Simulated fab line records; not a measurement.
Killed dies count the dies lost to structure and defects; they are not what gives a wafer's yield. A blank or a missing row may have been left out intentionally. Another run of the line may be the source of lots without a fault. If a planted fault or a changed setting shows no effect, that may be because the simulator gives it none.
The tool behind it: which one?	flow gf180mcu	45 wafers from 15 lots sampled at 3 of the route's 602 steps

WHAT THE GAUGES SHOWED, per wafer
GF_STI_THK_MEAS_22. Usual: STI_OXIDATION_01_THK typically reads 15.0 nm, with standard deviation 0.32.
lot	measured	on	STI_OXIDATION_01_THK (nm)	flag
L369	day 2 04:32	filmMetro-01	15.4 15.4 15.2	
L370	day 2 09:44	filmMetro-03	14.3 14.4 14.6	
L371	day 2 13:38	filmMetro-02	14.4 14.3 14.7	
L372	day 2 22:11	filmMetro-03	15.1 14.9 14.9	
L373	day 3 00:52	filmMetro-02	14.5 14.6 14.5	
L374	day 3 04:47	filmMetro-01	14.9 14.6 14.6	
L376	day 3 15:26	filmMetro-03	15.4 15.4 15.6	
L377	day 3 20:56	filmMetro-02	15.0 14.6 15.0	
L379	day 4 07:18	filmMetro-03	15.0 15.0 14.9	
L381	day 4 17:17	filmMetro-02	15.3 15.1 15.0	
L383	day 5 02:43	filmMetro-01	14.7 14.9 14.5	
L385	day 5 14:13	filmMetro-01	15.2 15.2 15.1	
L387	day 6 00:50	filmMetro-03	15.4 15.5 15.3	
L388	day 6 04:55	filmMetro-02	14.7 14.4 14.5	
L392	day 7 02:43	filmMetro-02	15.0 15.5 15.1	

GF_NSD_TW_MEAS_12. Usual: NSD_TW typically reads 4265, with standard deviation 31.
lot	measured	on	NSD_TW	flag
L369	day 13 08:59	filmMetro-04	4291 4289 4285	
L370	day 13 18:38	filmMetro-02	4304 4283 4308	
L371	day 14 02:10	filmMetro-01	4283 4246 4260	
L372	day 14 10:55	filmMetro-04	4218 4216 4199	
L373	day 14 14:13	filmMetro-04	4248 4268 4251	
L374	day 15 17:32	filmMetro-04	4239 4234 4241	
L376	day 15 14:55	filmMetro-02	4279 4263 4271	
L377	day 16 00:28	filmMetro-01	4267 4248 4271	
L379	day 16 21:41	filmMetro-01	4257 4281 4264	
L381	day 17 12:29	filmMetro-02	4267 4274 4282	
L383	day 18 06:34	filmMetro-04	4264 4241 4243	
L385	day 18 23:27	filmMetro-01	4251 4205 4225	
L387	day 19 13:37	filmMetro-02	4290 4279 4280	
L388	day 20 03:58	filmMetro-02	4293 4267 4265	
L392	day 21 12:22	filmMetro-04	4237 4248 4247	

GF_SALICIDE_THK_MEAS_05: measures by xrf. Usual: SALICIDE_TIN_THK typically reads 19.72 nm, with standard deviation 0.24.
lot	measured	on	SALICIDE_TIN_THK (nm)	flag
L369	day 15 02:40	filmMetro-03	19.68 19.69 19.42	
L370	day 15 13:11	filmMetro-02	19.66 19.22 19.68	
L371	day 15 22:13	filmMetro-04	19.77 19.55 19.54	
L372	day 16 07:31	filmMetro-03	20.02 19.96 19.77	
L373	day 16 10:37	filmMetro-03	19.57 19.81 19.68	
L374	day 17 14:31	filmMetro-02	19.70 19.86 19.78	
L376	day 17 13:18	filmMetro-03	19.57 19.57 19.47	
L377	day 17 23:29	filmMetro-02	19.59 19.73 19.86	
L379	day 18 21:23	filmMetro-02	19.42 19.77 19.89	
L381	day 19 12:43	filmMetro-04	19.63 19.50 19.41	
L383	day 20 08:04	filmMetro-03	19.44 19.96 19.32	
L385	day 21 00:09	filmMetro-04	19.73 19.55 19.56	
L387	day 21 15:02	filmMetro-04	19.82 20.04 19.99	
L388	day 22 04:59	filmMetro-04	19.67 19.52 19.76	
L392	day 23 12:28	filmMetro-02	20.29 19.98 19.97	

WHICH TOOL RAN EACH LOT (tool, then ch and the chambers of the sampled wafers, then the start)
No process step before these readings appears in the record.

AS READ BY THE TOOLS THEMSELVES (means over the sampled wafers that have a number; for cases with no such wafer, the mark the record gives instead)
The record holds no such reading with a usual standard deviation.

THE ANSWER, worked out from the rows above alone
Rule: a lot is off if the mean of its wafers that have a number lies more than 3 standard deviations from the usual mean. A lot without any number at a reading at which 4 lots or more have one is off too. All remaining lots with rows at the step are treated as sound. Order of review: gauges by route order, followed by the tools' own readings, for which a lot's mean as printed above is used. At the first step where some lot is off, the reading lying furthest off is the one used; lots without a number count as furthest.
Across all readings shown, no lot is off: no conclusion can be drawn from this.

WHAT THE SIMULATOR HAD INSERTED
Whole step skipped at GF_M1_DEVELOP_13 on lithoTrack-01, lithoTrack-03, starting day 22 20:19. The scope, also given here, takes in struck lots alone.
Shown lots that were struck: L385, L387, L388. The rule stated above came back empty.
